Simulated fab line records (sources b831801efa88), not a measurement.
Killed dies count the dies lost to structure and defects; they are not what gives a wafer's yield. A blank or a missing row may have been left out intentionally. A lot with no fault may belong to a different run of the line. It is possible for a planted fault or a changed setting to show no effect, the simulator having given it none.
fab line records -- flow sky130
record: lots: 13, wafers: 39, last_day: 49
route steps=708 shown CONTACT@425 METAL3@569 VIA3@575 CAP2M@604 PAD_OPEN@708
lots untouched by any fault: they come from a run of this same line in which no faults occurred
start_h: hours from the record's first day to the start of the lot's first wafer shown -- wait_h: how many hours have passed since the lot's step before this one -- " identical to the entry in the row above -- L1.1+2: a row that stands for several wafers -- - no value, or no start given -- * or withheld: withheld -- < > ~ a bound
route shown NAME@n: NAME is a module with steps in the file, n the number in the route of the first one -- usual: the fault-free wafers' mean and standard deviation -- same: alike in all rows -- chamber/n: place in a boat -- sites: each site's reading -- _std_site: how widely they spread, as a standard deviation -- _edge_site: outer sites' mean less inner sites' -- radius_mm: for every site, how far away it sits from the centre of the wafer -- mask NAME#n: copy n -- behind: the most recent tool/chamber to have shaped the wafer -- hold: the reason the lot was held/the length of the hold in hours/how it ended -- device: transistor that didn't switch, given as n, p or np -- end of line: tests of these same wafers at the route's end -- step lacking rows: just its recipe -- killed: not the wafer's yield, but the dies lost to structure and defects at the first sort -- map: shows each die of a wafer: x if killed, . if not, _ if none is there
set.NAME: the run value of the setting; set.NAME@STEP: its run value at that earlier step -- model.NAME: the simulator's own value behind a step, which no gauge read
route steps across a sampled set of lots; one table per step, one row per wafer
services: when a tool's chamber went out of use (start_h, in hours from the record's first day, below 0 if earlier), for how many hours, and the reason
== steps ==
step: SKY_CONTACT_STRIP_19
recipe: chemistry: O2/N2, power_w: 1400, pressure_mtorr: 1500, platen_temp_c: withheld, o2_flow_sccm: 3000, n2_flow_sccm: 300, overash_fraction: 0.5
usual: drypump_motor_current_A: 5.6/0.38, oes_product_au: 0.380/0.0046, strip_time_to_endpoint_s: 3.62/0.033
lot.wafer,tool,chamber,start_h,wait_h,drypump_motor_current_A,oes_product_au,rf_hours_counter_h,strip_time_to_endpoint_s
L648.1,plasma_asher-01,0,749.57,-,5.4,0.378,94,3.59
L648.3,plasma_asher-01,1,749.57,-,5.8,0.379,-,3.66
L648.5,plasma_asher-01,0,749.57,-,5.4,0.386,-,3.66
L647.3,plasma_asher-01,0,755.66,-,5.4,0.375,-,3.58
L647.4,plasma_asher-01,1,755.66,-,5.8,0.384,-,3.61
L647.5,plasma_asher-01,0,755.66,-,5.4,0.386,-,3.65
L650.1,plasma_asher-01,1,763.38,-,5.8,0.378,95,3.61
L650.5,plasma_asher-01,1,763.38,-,5.8,0.379,-,3.59
L650.6,plasma_asher-01,0,763.38,-,5.4,0.390,-,3.63
L649.1,plasma_asher-04,1,769.04,-,5.2,0.379,2,3.67
L649.4,plasma_asher-04,0,769.04,-,6.3,0.377,-,3.58
L649.5,plasma_asher-04,1,769.04,-,5.2,0.378,-,3.61
L651.2,plasma_asher-01,0,779.42,-,5.4,0.376,97,3.65
L651.3,plasma_asher-01,1,779.42,-,5.8,0.376,-,3.59
L651.4,plasma_asher-01,0,779.42,-,5.4,0.379,-,3.62
L653.2,plasma_asher-04,1,787.12,-,5.3,0.376,4,3.65
L653.5,plasma_asher-04,0,787.12,-,6.3,0.387,-,3.65
L653.6,plasma_asher-04,1,787.12,-,5.2,0.381,-,3.59
L654.1,plasma_asher-02,1,794.37,-,5.1,0.379,36,3.62
L654.2,plasma_asher-02,0,794.37,-,5.6,0.376,36,3.62
L654.5,plasma_asher-02,1,794.37,-,5.1,0.379,-,3.64
L655.3,plasma_asher-04,0,800.21,-,6.3,0.378,-,3.57
L655.4,plasma_asher-04,1,800.21,-,5.3,0.388,-,3.65
L655.6,plasma_asher-04,1,800.21,-,5.2,0.390,-,3.65
L657.4,plasma_asher-04,1,820.51,-,5.2,0.384,-,3.67
L657.5,plasma_asher-04,0,820.51,-,6.3,0.377,-,3.63
L657.6,plasma_asher-04,1,820.51,-,5.2,0.380,-,3.65
L662.1,plasma_asher-01,0,862.65,-,5.4,0.385,105,3.66
L662.3,plasma_asher-01,1,862.65,-,5.8,0.383,-,3.64
L662.5,plasma_asher-01,1,862.65,-,5.8,0.383,-,3.63
L661.1,plasma_asher-04,1,863.72,-,5.2,0.386,12,3.56
L661.2,plasma_asher-04,0,863.72,-,6.3,0.372,12,3.58
L661.4,plasma_asher-04,1,863.72,-,5.2,0.375,-,3.59
L665.1,plasma_asher-04,1,878.68,-,5.2,0.378,13,3.68
L665.2,plasma_asher-04,0,878.68,-,6.3,0.375,13,3.64
L665.6,plasma_asher-04,0,878.68,-,6.3,0.382,-,3.65
L666.3,plasma_asher-02,0,879.06,-,5.6,0.380,-,3.58
L666.4,plasma_asher-02,1,879.06,-,5.1,0.367,-,3.54
L666.6,plasma_asher-02,0,879.06,-,5.6,0.380,-,3.53
step: SKY_METAL3_STRIP_19
recipe: chemistry: O2/N2, power_w: 1400, pressure_mtorr: 1500, platen_temp_c: withheld, o2_flow_sccm: 3000, n2_flow_sccm: 300, overash_fraction: 0.5
usual: drypump_motor_current_A: 5.58/0.28, oes_product_au: 0.505/0.0053, strip_time_to_endpoint_s: 6.59/0.062
lot.wafer,tool,chamber,start_h,wait_h,drypump_motor_current_A,oes_product_au,rf_hours_counter_h,strip_time_to_endpoint_s
L648.1,plasma_asher-02,1,908.63,0.1,5.08,0.504,47,6.54
L648.3,plasma_asher-02,1,908.63,0.1,5.07,0.502,-,6.60
L648.5,plasma_asher-02,1,908.63,0.1,5.08,0.507,-,6.57
L647.3,plasma_asher-03,1,914.46,0.1,5.78,0.491,-,6.54
L647.4,plasma_asher-03,0,914.46,0.1,5.89,0.511,-,6.59
L647.5,plasma_asher-03,0,914.46,0.1,5.90,0.509,-,6.62
L650.1,plasma_asher-03,1,922.98,0.1,5.75,0.502,77,6.56
L650.5,plasma_asher-03,1,922.98,0.1,5.74,0.503,-,6.57
L650.6,plasma_asher-03,0,922.98,0.1,5.89,0.507,-,6.62
L649.1,plasma_asher-01,1,928.50,0.3,5.84,0.504,112,6.56
L649.4,plasma_asher-01,1,928.50,0.3,5.85,0.502,-,6.52
L649.5,plasma_asher-01,1,928.50,0.3,5.84,0.503,-,6.54
L651.2,plasma_asher-03,0,942.28,0.2,5.86,0.498,78,6.66
L651.3,plasma_asher-03,1,942.28,0.2,5.72,0.501,-,6.61
L651.4,plasma_asher-03,0,942.28,0.2,5.87,0.510,-,6.67
L653.2,plasma_asher-03,0,945.89,0.2,5.87,0.501,79,6.62
L653.5,plasma_asher-03,0,945.89,0.2,5.91,0.505,-,6.59
L653.6,plasma_asher-03,1,945.89,0.2,5.77,0.512,-,6.59
L654.1,plasma_asher-03,1,952.03,0.1,5.74,0.517,80,6.67
L654.2,plasma_asher-03,0,952.03,0.1,5.86,0.505,80,6.66
L654.5,plasma_asher-03,0,952.03,0.1,5.87,0.506,-,6.57
L655.3,plasma_asher-02,0,957.51,0.1,5.58,0.505,-,6.43
L655.4,plasma_asher-02,1,957.51,0.1,5.08,0.505,-,6.55
L655.6,plasma_asher-02,1,957.51,0.1,5.07,0.508,-,6.58
L657.4,plasma_asher-01,0,978.01,0.1,5.44,0.503,-,6.48
L657.5,plasma_asher-01,0,978.01,0.1,5.45,0.500,-,6.50
L657.6,plasma_asher-01,1,978.01,0.1,5.85,0.515,-,6.63
L662.1,plasma_asher-01,0,1016.60,0.1,5.42,0.516,120,6.62
L662.3,plasma_asher-01,1,1016.60,0.1,5.83,0.509,-,6.66
L662.5,plasma_asher-01,0,1016.60,0.1,5.42,0.508,-,6.64
L661.1,plasma_asher-02,1,1020.46,0.1,5.11,0.512,58,6.67
L661.2,plasma_asher-02,0,1020.46,0.1,5.60,0.512,58,6.67
L661.4,plasma_asher-02,0,1020.46,0.1,5.57,0.507,-,6.68
L665.1,plasma_asher-01,0,1032.95,0.3,5.45,0.500,122,6.54
L665.2,plasma_asher-01,1,1032.95,0.3,5.84,0.494,122,6.51
L665.6,plasma_asher-01,0,1032.95,0.3,5.45,0.499,-,6.50
L666.3,plasma_asher-03,1,1032.96,0.1,5.76,0.499,-,6.53
L666.4,plasma_asher-03,0,1032.96,0.1,5.89,0.501,-,6.53
L666.6,plasma_asher-03,1,1032.96,0.1,5.77,0.506,-,6.56
step: SKY_VIA3_CMP_02
recipe: material: SiO2, down_force_psi: 4, platen_rpm: 60, pad_velocity_m_s: 0.94248
usual: motor_current_A: 12.1/1
lot.wafer,tool,chamber,start_h,wait_h,motor_current_A
L648.1,cmp-02,1,909.45,0.1,12.7
L648.3,cmp-02,3,909.45,0.1,12.8
L648.5,cmp-02,1,909.45,0.1,12.2
L647.3,cmp-01,3,915.29,0.1,11.3
L647.4,cmp-01,1,915.29,0.1,13.5
L647.5,cmp-01,2,915.29,0.1,13.9
L650.1,cmp-01,0,923.85,0.1,11.0
L650.5,cmp-01,3,923.85,0.1,10.9
L650.6,cmp-01,0,923.85,0.1,11.4
L649.4,cmp-02,2,929.52,0.1,11.1
L649.1,cmp-02,3,929.52,0.1,13.3
L649.5,cmp-02,1,929.52,0.1,12.0
L651.3,cmp-01,0,943.57,0.0,11.5
L651.4,cmp-01,2,943.57,0.0,13.4
L651.2,cmp-01,3,943.57,0.0,11.3
L653.2,cmp-01,0,946.79,0.0,12.2
L653.5,cmp-01,0,946.79,0.0,11.3
L653.6,cmp-01,1,946.79,0.0,12.6
L654.1,cmp-01,1,952.94,0.1,12.7
L654.2,cmp-01,3,952.94,0.1,10.7
L654.5,cmp-01,0,952.94,0.1,11.9
L655.4,cmp-02,0,958.34,0.0,11.2
L655.3,cmp-02,2,958.34,0.0,11.0
L655.6,cmp-02,0,958.34,0.0,11.1
L657.4,cmp-02,2,978.90,0.1,11.4
L657.6,cmp-02,0,978.90,0.1,10.9
L657.5,cmp-02,1,978.90,0.1,13.0
L662.1,cmp-01,2,1017.53,0.1,13.5
L662.3,cmp-01,0,1017.53,0.1,11.0
L662.5,cmp-01,1,1017.53,0.1,12.4
L661.4,cmp-01,1,1021.41,0.1,12.9
L661.1,cmp-01,2,1021.41,0.1,13.9
L661.2,cmp-01,3,1021.41,0.1,11.5
L666.4,cmp-01,3,1033.86,0.1,10.9
L666.3,cmp-01,0,1033.86,0.1,12.0
L666.6,cmp-01,2,1033.86,0.1,13.5
L665.2,cmp-02,2,1034.13,0.0,11.2
L665.1,cmp-02,1,1034.13,0.0,12.8
L665.6,cmp-02,2,1034.13,0.0,11.0
step: SKY_CAP2M_THK_MEAS_01
recipe: reads: SiO2_of_CAP2M_CVD_00
usual: CAP2M_CVD_00_THK: 15.41/0.23
lot.wafer,tool,chamber,start_h,wait_h,CAP2M_CVD_00_THK[nm]
L648.1,film_metro-02,-,936.11,-,15.38
L648.3,film_metro-02,-,936.11,-,15.49
L648.5,film_metro-02,-,936.11,-,16.01
L647.3,film_metro-04,-,942.19,-,15.11
L647.4,film_metro-04,-,942.19,-,15.46
L647.5,film_metro-04,-,942.19,-,15.48
L650.1,film_metro-01,-,949.83,-,14.74
L650.5,film_metro-01,-,949.83,-,15.50
L650.6,film_metro-01,-,949.83,-,15.02
L649.1,film_metro-02,-,956.55,-,15.43
L649.4,film_metro-02,-,956.55,-,15.35
L649.5,film_metro-02,-,956.55,-,15.56
L651.2,film_metro-01,-,970.27,-,15.58
L651.3,film_metro-01,-,970.27,-,15.23
L651.4,film_metro-01,-,970.27,-,15.32
L653.2,film_metro-04,-,972.69,-,15.38
L653.5,film_metro-04,-,972.69,-,15.41
L653.6,film_metro-04,-,972.69,-,15.55
L654.1,film_metro-04,-,978.83,-,15.52
L654.2,film_metro-04,-,978.83,-,15.27
L654.5,film_metro-04,-,978.83,-,15.59
L655.3,film_metro-01,-,983.65,-,14.95
L655.4,film_metro-01,-,983.65,-,14.98
L655.6,film_metro-01,-,983.65,-,15.20
L657.4,film_metro-02,-,1004.36,-,15.66
L657.5,film_metro-02,-,1004.36,-,15.84
L657.6,film_metro-02,-,1004.36,-,15.62
L662.1,film_metro-01,-,1042.81,-,15.15
L662.3,film_metro-01,-,1042.81,-,15.12
L662.5,film_metro-01,-,1042.81,-,15.65
L661.1,film_metro-02,-,1046.68,-,15.33
L661.2,film_metro-02,-,1046.68,-,15.42
L661.4,film_metro-02,-,1046.68,-,15.30
L666.3,film_metro-01,-,1057.26,-,15.11
L666.4,film_metro-01,-,1057.26,-,15.37
L666.6,film_metro-01,-,1057.26,-,15.36
L665.1,film_metro-01,-,1058.19,-,15.18
L665.2,film_metro-01,-,1058.19,-,15.41
L665.6,film_metro-01,-,1058.19,-,15.50
step: SKY_PAD_OPEN_PROBE_99
usual: killed_at_M0_to_M3: 44/6.5, killed_at_M4_up: 3.3/1.9, killed_at_contacts: 23/4.7, killed_at_front_end: 15/4.5, killed_at_other: 0.2/0.52, killed_dies: 86/8.9, killed_on_rim: 17/3.7, killed_open: 47/6.8, killed_short: 39/6.1
same: gross_dies: 492, killed_at_back_side: 0
lot.wafer,tool,chamber,start_h,wait_h,killed_at_M0_to_M3,killed_at_M4_up,killed_at_contacts,killed_at_front_end,killed_at_other,killed_dies,killed_on_rim,killed_open,killed_short
L648.1,prober-02,-,1079.71,0.1,57,1,25,20,0,103,18,63,40
L648.3,prober-02,-,1079.81,0.2,49,2,19,10,1,81,17,48,33
L648.5,prober-02,-,1079.91,0.2,46,3,25,19,1,94,19,59,35
L647.3,prober-01,-,1084.90,0.2,38,5,21,10,0,74,11,38,36
L647.4,prober-01,-,1084.95,0.2,47,3,26,16,0,92,21,51,41
L647.5,prober-01,-,1085.00,0.2,49,3,20,13,0,85,13,56,29
L650.1,prober-02,-,1090.51,0.1,35,4,24,24,0,87,14,44,43
L650.5,prober-02,-,1090.71,0.2,44,9,19,13,0,85,18,46,39
L650.6,prober-02,-,1090.76,0.2,47,3,28,18,0,96,12,43,53
L649.1,prober-01,-,1097.16,0.1,43,4,23,20,0,90,20,40,50
L649.4,prober-01,-,1097.31,0.2,38,2,16,16,0,72,13,33,39
L649.5,prober-01,-,1097.36,0.2,49,3,31,15,0,98,13,51,47
L651.2,prober-01,-,1106.96,0.1,54,3,18,17,0,92,13,51,41
L651.3,prober-01,-,1107.01,0.2,40,8,26,16,0,90,11,45,45
L651.4,prober-01,-,1107.06,0.2,49,1,31,18,0,99,15,53,46
L653.2,prober-02,-,1108.11,0.1,45,5,18,13,1,82,13,41,41
L653.5,prober-02,-,1108.26,0.2,37,6,22,12,0,77,21,41,36
L653.6,prober-02,-,1108.31,0.2,50,3,21,15,0,89,19,44,45
L654.1,prober-01,-,1114.56,0.1,41,5,26,10,0,82,17,55,27
L654.2,prober-01,-,1114.61,0.1,45,2,23,12,0,82,12,40,42
L654.5,prober-01,-,1114.76,0.2,44,1,29,5,0,79,13,48,31
L655.3,prober-02,-,1119.68,0.2,33,3,22,14,0,72,10,41,31
L655.4,prober-02,-,1119.73,0.2,48,7,13,16,0,84,13,47,37
L655.6,prober-02,-,1119.83,0.2,27,2,21,27,1,78,16,41,37
L657.4,prober-02,-,1136.46,0.2,31,3,18,20,0,72,13,39,33
L657.5,prober-02,-,1136.51,0.2,38,0,19,10,0,67,17,30,37
L657.6,prober-02,-,1136.56,0.2,40,1,27,13,1,82,17,40,42
L662.1,prober-02,-,1165.43,0.1,47,3,23,17,0,90,16,46,44
L662.3,prober-02,-,1165.53,0.2,41,4,23,17,0,85,22,51,34
L662.5,prober-02,-,1165.63,0.2,43,3,29,17,0,92,19,54,38
L661.1,prober-01,-,1166.10,0.1,42,5,22,13,0,82,16,50,32
L661.2,prober-01,-,1166.15,0.1,31,3,74,13,0,121,25,41,33
L661.4,prober-01,-,1166.25,0.2,34,4,29,12,0,79,22,42,37
L665.1,prober-01,-,1180.37,0.1,44,0,27,21,0,92,17,50,42
L665.2,prober-01,-,1180.42,0.1,43,3,62,9,1,118,31,52,23
L665.6,prober-01,-,1180.62,0.2,58,5,64,14,1,142,33,67,36
L666.3,prober-02,-,1180.56,0.2,40,6,24,10,0,80,20,40,40
L666.4,prober-02,-,1180.61,0.2,37,6,25,11,0,79,16,39,40
L666.6,prober-02,-,1180.71,0.2,33,2,22,12,0,69,10,36,33
killed by level:class
L648.1 VIA1:geometric_particle:open=16 CONTACT:geometric_particle:open=12 FIELD_ISO:geometric_particle:open=7 METAL1:geometric_particle:short=7 VIA2:geometric_particle:open=7 LI_CONTACT:geometric_particle:open=6 POLY_GATE:geometric_particle:short=5 METAL3:geometric_particle:short=5
L648.3 VIA1:geometric_particle:open=12 VIA2:geometric_particle:open=10 CONTACT:geometric_particle:open=5 VIA1:geometric_particle:short=5 VIA2:geometric_particle:short=5 FIELD_ISO:geometric_particle:open=4 POLY_GATE:geometric_particle:short=4 LI_CONTACT:geometric_particle:open=4
L648.5 LI_CONTACT:geometric_particle:open=11 VIA1:geometric_particle:open=10 VIA3:geometric_particle:open=8 FIELD_ISO:geometric_particle:open=7 VIA2:geometric_particle:open=7 METAL1:geometric_particle:short=6 CONTACT:geometric_particle:short=5 VIA1:geometric_particle:short=5
L647.3 VIA1:geometric_particle:open=11 VIA2:geometric_particle:open=6 CONTACT:geometric_particle:open=6 LI_CONTACT:geometric_particle:open=5 VIA3:geometric_particle:open=5 CONTACT:geometric_particle:short=5 METAL4:geometric_particle:short=5 POLY_GATE:geometric_particle:short=4
L647.4 VIA1:geometric_particle:open=13 CONTACT:geometric_particle:open=10 LI_CONTACT:geometric_particle:open=8 METAL1:geometric_particle:short=7 VIA2:geometric_particle:open=6 VIA3:geometric_particle:short=5 FIELD_ISO:geometric_particle:short=4 METAL3:geometric_particle:short=4
L647.5 VIA1:geometric_particle:open=16 LI_CONTACT:geometric_particle:open=8 VIA3:geometric_particle:open=7 METAL1:geometric_particle:short=6 VIA2:geometric_particle:open=6 FIELD_ISO:geometric_particle:open=5 CONTACT:geometric_particle:open=5 FIELD_ISO:geometric_particle:short=4
L650.1 VIA2:geometric_particle:open=10 VIA1:geometric_particle:open=8 POLY_GATE:geometric_particle:short=7 CONTACT:geometric_particle:open=7 FIELD_ISO:geometric_particle:short=5 METAL2:geometric_particle:short=5 LI_CONTACT:geometric_particle:open=5 CONTACT:geometric_particle:short=5
L650.5 VIA1:geometric_particle:open=11 CONTACT:geometric_particle:open=6 LOCAL_INTERCONNECT:geometric_particle:short=6 METAL4:geometric_particle:short=6 METAL2:geometric_particle:short=5 VIA2:geometric_particle:open=5 FIELD_ISO:geometric_particle:open=4 VIA2:geometric_particle:short=4
L650.6 METAL1:geometric_particle:short=11 CONTACT:geometric_particle:open=8 FIELD_ISO:geometric_particle:short=7 LI_CONTACT:geometric_particle:open=7 LOCAL_INTERCONNECT:geometric_particle:short=6 VIA1:geometric_particle:open=6 VIA2:geometric_particle:open=6 METAL3:geometric_particle:short=5
L649.1 VIA1:geometric_particle:short=10 CONTACT:geometric_particle:open=9 VIA1:geometric_particle:open=7 POLY_GATE:geometric_particle:short=6 METAL2:geometric_particle:short=5 VIA2:geometric_particle:open=5 LI_CONTACT:geometric_particle:short=4 POLY_GATE:geometric_particle:open=4
L649.4 VIA1:geometric_particle:open=10 FIELD_ISO:geometric_particle:short=7 CONTACT:geometric_particle:short=6 CONTACT:geometric_particle:open=6 METAL1:geometric_particle:short=5 VIA3:geometric_particle:short=4 FIELD_ISO:geometric_particle:open=3 VIA1:geometric_particle:short=3
L649.5 CONTACT:geometric_particle:open=14 VIA1:geometric_particle:open=12 LOCAL_INTERCONNECT:geometric_particle:short=9 VIA3:geometric_particle:open=9 VIA1:geometric_particle:short=6 METAL2:geometric_particle:short=5 VIA3:geometric_particle:short=5 FIELD_ISO:geometric_particle:open=4
L651.2 CONTACT:geometric_particle:open=11 VIA1:geometric_particle:open=10 VIA2:geometric_particle:open=9 VIA3:geometric_particle:open=8 METAL2:geometric_particle:short=8 FIELD_ISO:geometric_particle:open=6 METAL1:geometric_particle:short=6 VIA1:geometric_particle:short=6
L651.3 VIA1:geometric_particle:open=10 CONTACT:geometric_particle:short=9 LI_CONTACT:geometric_particle:open=8 VIA1:geometric_particle:short=6 VIA2:geometric_particle:open=5 METAL4:geometric_particle:open=5 FIELD_ISO:geometric_particle:open=4 FIELD_ISO:geometric_particle:short=4
L651.4 VIA1:geometric_particle:open=13 CONTACT:geometric_particle:open=12 METAL2:geometric_particle:short=12 LI_CONTACT:geometric_particle:open=8 VIA3:geometric_particle:short=6 FIELD_ISO:geometric_particle:open=5 FIELD_ISO:geometric_particle:short=4 VIA3:geometric_particle:open=4
L653.2 VIA2:geometric_particle:open=13 CONTACT:geometric_particle:open=9 METAL1:geometric_particle:short=7 METAL2:geometric_particle:short=7 VIA1:geometric_particle:open=5 POLY_GATE:geometric_particle:short=4 LOCAL_INTERCONNECT:geometric_particle:short=4 VIA3:geometric_particle:open=4
L653.5 CONTACT:geometric_particle:open=9 VIA1:geometric_particle:open=9 LI_CONTACT:geometric_particle:open=5 METAL2:geometric_particle:short=5 VIA3:geometric_particle:open=5 METAL4:geometric_particle:short=5 FIELD_ISO:geometric_particle:open=4 LI_CONTACT:geometric_particle:short=4
L653.6 VIA1:geometric_particle:open=12 CONTACT:geometric_particle:open=7 VIA2:geometric_particle:short=7 VIA2:geometric_particle:open=7 METAL1:geometric_particle:short=6 POLY_GATE:geometric_particle:short=5 LI_CONTACT:geometric_particle:open=5 CONTACT:geometric_particle:short=5
L654.1 CONTACT:geometric_particle:open=11 LI_CONTACT:geometric_particle:open=10 VIA3:geometric_particle:open=9 VIA1:geometric_particle:open=8 METAL2:geometric_particle:short=6 VIA2:geometric_particle:open=5 METAL4:geometric_particle:short=5 POLY_GATE:geometric_particle:open=3
L654.2 METAL2:geometric_particle:short=14 CONTACT:geometric_particle:open=9 VIA1:geometric_particle:open=9 VIA3:geometric_particle:open=5 LOCAL_INTERCONNECT:geometric_particle:short=5 CONTACT:geometric_particle:short=5 VIA2:geometric_particle:open=5 FIELD_ISO:geometric_particle:short=3
L654.5 CONTACT:geometric_particle:open=15 VIA3:geometric_particle:open=11 VIA1:geometric_particle:open=10 METAL1:geometric_particle:short=7 LI_CONTACT:geometric_particle:open=7 METAL2:geometric_particle:short=7 LOCAL_INTERCONNECT:geometric_particle:short=4 VIA1:geometric_particle:short=4
L655.3 CONTACT:geometric_particle:open=9 VIA1:geometric_particle:open=7 CONTACT:geometric_particle:short=6 METAL1:geometric_particle:short=5 VIA2:geometric_particle:short=5 FIELD_ISO:geometric_particle:open=4 POLY_GATE:geometric_particle:open=4 LI_CONTACT:geometric_particle:open=4
L655.4 VIA1:geometric_particle:open=11 METAL2:geometric_particle:short=6 VIA3:geometric_particle:open=6 FIELD_ISO:geometric_particle:open=5 VIA1:geometric_particle:short=5 POLY_GATE:geometric_particle:short=5 VIA2:geometric_particle:open=5 CONTACT:geometric_particle:open=4
L655.6 FIELD_ISO:geometric_particle:open=9 FIELD_ISO:geometric_particle:short=9 LI_CONTACT:geometric_particle:open=8 VIA3:geometric_particle:open=7 CONTACT:geometric_particle:short=5 VIA2:geometric_particle:short=5 VIA1:geometric_particle:open=4 CONTACT:geometric_particle:open=4
L657.4 VIA2:geometric_particle:open=8 VIA1:geometric_particle:open=7 POLY_GATE:geometric_particle:open=6 CONTACT:geometric_particle:open=6 LI_CONTACT:geometric_particle:open=6 POLY_GATE:geometric_particle:short=4 METAL2:geometric_particle:short=4 VIA1:geometric_particle:short=4
L657.5 VIA1:geometric_particle:open=8 VIA3:geometric_particle:open=6 LOCAL_INTERCONNECT:geometric_particle:short=5 CONTACT:geometric_particle:open=5 METAL1:geometric_particle:short=5 FIELD_ISO:geometric_particle:short=4 LI_CONTACT:geometric_particle:open=4 CONTACT:geometric_particle:short=4
L657.6 CONTACT:geometric_particle:open=8 LI_CONTACT:geometric_particle:open=7 CONTACT:geometric_particle:short=6 VIA2:geometric_particle:short=6 FIELD_ISO:geometric_particle:open=5 VIA1:geometric_particle:open=5 METAL1:geometric_particle:short=5 METAL2:geometric_particle:short=5
L662.1 VIA2:geometric_particle:open=8 VIA3:geometric_particle:open=8 VIA1:geometric_particle:open=7 FIELD_ISO:geometric_particle:open=6 CONTACT:geometric_particle:open=6 CONTACT:geometric_particle:short=6 VIA3:geometric_particle:short=6 POLY_GATE:geometric_particle:short=4
L662.3 VIA3:geometric_particle:open=13 VIA1:geometric_particle:open=10 CONTACT:geometric_particle:short=8 CONTACT:geometric_particle:open=7 LI_CONTACT:geometric_particle:open=6 FIELD_ISO:geometric_particle:short=5 METAL2:geometric_particle:short=5 FIELD_ISO:geometric_particle:open=4
L662.5 VIA1:geometric_particle:open=13 CONTACT:geometric_particle:open=12 CONTACT:geometric_particle:short=7 VIA3:geometric_particle:open=7 FIELD_ISO:geometric_particle:open=6 METAL1:geometric_particle:short=5 LI_CONTACT:geometric_particle:open=5 VIA2:geometric_particle:open=5
L661.1 CONTACT:geometric_particle:open=9 VIA1:geometric_particle:open=8 POLY_GATE:geometric_particle:open=7 LI_CONTACT:geometric_particle:open=7 METAL2:geometric_particle:short=7 METAL1:geometric_particle:short=6 VIA3:geometric_particle:open=6 VIA2:geometric_particle:open=5
L661.2 CONTACT:unspecified=47 CONTACT:geometric_particle:open=9 VIA1:geometric_particle:open=8 LI_CONTACT:geometric_particle:open=7 METAL2:geometric_particle:short=6 LOCAL_INTERCONNECT:geometric_particle:short=5 VIA3:geometric_particle:open=5 POLY_GATE:geometric_particle:short=4
L661.4 CONTACT:geometric_particle:open=14 VIA1:geometric_particle:open=8 LI_CONTACT:geometric_particle:open=5 METAL2:geometric_particle:short=5 CONTACT:geometric_particle:short=4 METAL1:geometric_particle:short=4 VIA1:geometric_particle:short=4 VIA2:geometric_particle:open=4
L665.1 VIA1:geometric_particle:open=12 LI_CONTACT:geometric_particle:open=8 FIELD_ISO:geometric_particle:short=7 CONTACT:geometric_particle:open=7 CONTACT:geometric_particle:short=7 VIA2:geometric_particle:open=6 POLY_GATE:geometric_particle:short=5 VIA1:geometric_particle:short=5
L665.2 CONTACT:unspecified=43 VIA1:geometric_particle:open=15 VIA3:geometric_particle:open=9 CONTACT:geometric_particle:open=7 VIA2:geometric_particle:open=7 FIELD_ISO:geometric_particle:open=5 LOCAL_INTERCONNECT:geometric_particle:short=4 LI_CONTACT:geometric_particle:open=4
L666.3 CONTACT:geometric_particle:open=12 VIA1:geometric_particle:open=8 CONTACT:geometric_particle:short=6 METAL1:geometric_particle:short=5 METAL2:geometric_particle:short=5 FIELD_ISO:geometric_particle:short=4 LI_CONTACT:geometric_particle:open=4 VIA1:geometric_particle:short=4
L666.4 VIA1:geometric_particle:open=9 CONTACT:geometric_particle:open=7 VIA3:geometric_particle:open=7 LI_CONTACT:geometric_particle:open=6 FIELD_ISO:geometric_particle:short=5 LI_CONTACT:geometric_particle:short=5 METAL4:geometric_particle:short=4 CONTACT:geometric_particle:short=4
L665.6 CONTACT:unspecified=39 VIA1:geometric_particle:open=19 CONTACT:geometric_particle:open=11 VIA3:geometric_particle:open=10 FIELD_ISO:geometric_particle:open=7 LI_CONTACT:geometric_particle:open=5 METAL1:geometric_particle:short=5 VIA1:geometric_particle:short=5
L666.6 LI_CONTACT:geometric_particle:open=12 METAL1:geometric_particle:short=7 VIA1:geometric_particle:open=6 POLY_GATE:geometric_particle:short=5 CONTACT:geometric_particle:open=5 VIA2:geometric_particle:open=5 METAL2:geometric_particle:short=4 LOCAL_INTERCONNECT:geometric_particle:short=3
== services ==
tool,chamber,start_h,hours,kind
plasma_asher-04,-,733.75,9.0,pm
plasma_asher-04,0,733.75,9.0,vent_cycle
cmp-01,-,744.03,4.0,pm
cmp-01,-,748.03,-,consumable_replace:conditioner
cmp-01,-,748.03,-,consumable_replace:pad
plasma_asher-04,-,751.25,2.8,pm
plasma_asher-04,-,754.61,2.3,repair
plasma_asher-02,-,767.70,2.8,pm
cmp-01,-,773.75,3.8,repair
cmp-01,-,781.43,2.1,repair
cmp-01,-,782.40,1.8,repair
cmp-02,-,789.24,4.1,repair
plasma_asher-01,-,799.02,3.8,repair
cmp-02,-,817.69,2.8,repair
cmp-02,-,826.24,1.8,repair
cmp-01,-,863.44,1.2,repair
plasma_asher-02,-,883.55,6.7,repair
cmp-02,-,895.66,5.6,pm
cmp-02,-,912.53,4.0,pm
cmp-01,-,920.05,1.0,repair
cmp-02,-,921.11,1.3,repair
plasma_asher-01,-,954.32,1.4,repair
cmp-02,-,1008.26,5.1,pm
cmp-02,-,1023.48,5.5,repair
== key ==
first_sign: step: SKY_PAD_OPEN_PROBE_99, reading: killed_at_contacts, direction: up, sigmas: 9.2, usual: 23, struck: 67
effect: step: SKY_PAD_OPEN_PROBE_99, reading: killed_dies, direction: up, sigmas: 4.6, usual: 86, struck: 127
met_at SKY_CONTACT_STRIP_19
struck_lots L661,L665
struck_wafers L661.2,L665.2,L665.6
tester_left_out L661,L665
not_acting_at SKY_METAL3_STRIP_19,SKY_VIA3_CMP_02,SKY_CAP2M_THK_MEAS_01
onset_between 820.51 863.72
fault: kind: chamber_particle_source, tool: plasma_asher-04, chamber: 0, onset_h: 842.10, steps: SKY_CONTACT_STRIP_19, rate_per_visit_cm2: 1.2753, end_h: 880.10
tester_left_out: of these lots the tester's yield and bins aren't shown, on N5 and GAA mostly nor the transistor test; their killed dies are dies lost to structure and defects alone, not to doping, threshold or leakage, so they don't give the yield
